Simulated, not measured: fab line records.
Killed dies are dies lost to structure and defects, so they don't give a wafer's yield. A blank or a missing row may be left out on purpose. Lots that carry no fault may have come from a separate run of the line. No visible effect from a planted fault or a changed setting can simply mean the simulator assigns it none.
A struck lot beside a sound one :: flow gf180mcu :: 14 steps out of a route of 602
Sound: wafers L710.1, L710.4, L710.5. Wafers struck: L707.1, L707.2, L707.3. The cause comes at the end.
Order at every step that has rows: each side's tool, ch and its chambers, its first start. Under that, the readings that differ: sound wafers :: struck wafers :: difference of the means :: sigmas: that difference in standard deviations of wafers without a fault.
alike: same words and numbers on both sides, and readings whose means sit less than 2 such deviations apart. not compared: any withheld reading, any reading some wafer has no value for, any bound like >300 that may hide the same value, and any number with overlapping values for which the record gives no deviation.
A row with sigmas, a row that says differs or no value, or rows on one side alone: a step with any of these is where the two part. Numbers that don't overlap but have no deviation are shown without sigmas and don't part them. Lack of a reading on every wafer of one side parts them only where that side has two or more wafers.

first, 2 steps without rows for these wafers: GF_V4_STRIP_19 (strips in post etch residue remover, time 1200 s); GF_V4_CLEAN_20 (cleans in DIW).
GF_V4_SPUTTER_21: material Ti, target thk 15 nm, time 80.02 s.
  sound: pvdSputter-04 at day 27 10:38; struck: pvdSputter-02 at day 26 12:32
  alike: cathodeDcPowerW, chamberPressurePa, throttleValvePct
then, 1 step without rows for these wafers: GF_V4_SPUTTER_22 (material TiN, target thk 10 nm, time 40 s).
GF_V4_CVD_23: deposits W, target thk 350 nm, time 104.9 s.
  sound on cvdW-02 ch 0,1, day 27 10:44; struck on cvdW-01 ch 0,1, day 26 12:38
  alike: heaterPowerW
GF_V4_RS_MEAS_24: measures by four-point-probe.
  sound: filmMetro-01 at day 27 10:50; struck: filmMetro-03 at day 26 12:44
reading: V4_W_RS (ohm/sq)
sound: 0.335 0.336 0.333
struck: 0.325 0.323 0.325
difference: -0.010
sigmas: -3
GF_V4_THK_MEAS_25: measures by xrf.
  sound: filmMetro-01 at day 27 10:58; struck: filmMetro-03 at day 26 12:52
reading: V4_W_THK (nm)
sound: 349 348 350
struck: 362 367 361
difference: +14
sigmas: +2
then, 1 step without rows for these wafers: GF_V4_CMP_26 (polishes, stops on SiO2, t overpolish 15 s, target thk 0 nm).
GF_MIM_SPUTTER_00: material Ti, target thk 37.5 nm, time 150 s.
  sound: pvdSputter-02 at day 27 11:19; struck: pvdSputter-03 at day 26 13:13
  alike: cathodeDcPowerW, chamberPressurePa, throttleValvePct
GF_MIM_SPUTTER_01: material TiN, target thk 30 nm, time 25 s.
  sound: pvdSputter-02 at day 27 11:25; struck: pvdSputter-03 at day 26 13:19
  alike: cathodeDcPowerW, chamberPressurePa, throttleValvePct
then, 1 step without rows for these wafers: GF_MIM_SPUTTER_02 (material AlCu, target thk 450 nm, time 23.9 s).
GF_MIM_SPUTTER_03: material Ti, target thk 10 nm, time 6.7 s.
  sound: pvdSputter-02 at day 27 11:29; struck: pvdSputter-03 at day 26 13:23
  alike: cathodeDcPowerW, chamberPressurePa, throttleValvePct
GF_MIM_SPUTTER_04: material TiN, target thk 50 nm, time 41.7 s.
  sound: pvdSputter-02 at day 27 11:31; struck: pvdSputter-03 at day 26 13:24
  no value came back on the struck wafers for cathodeDcPowerW (W), chamberPressurePa (Pa), throttleValvePct (%); on the sound wafers cathodeDcPowerW (W) reads 6503.1 6501.9 6501.5
then, 1 step without rows for these wafers: GF_MIM_CVD_05 (deposits Si3N4, target thk 42 nm, time 29.086 s).

## WHERE THEY PART
First at GF_V4_RS_MEAS_24; last, within this record, at GF_MIM_SPUTTER_04.

WHY: what the simulator had put in
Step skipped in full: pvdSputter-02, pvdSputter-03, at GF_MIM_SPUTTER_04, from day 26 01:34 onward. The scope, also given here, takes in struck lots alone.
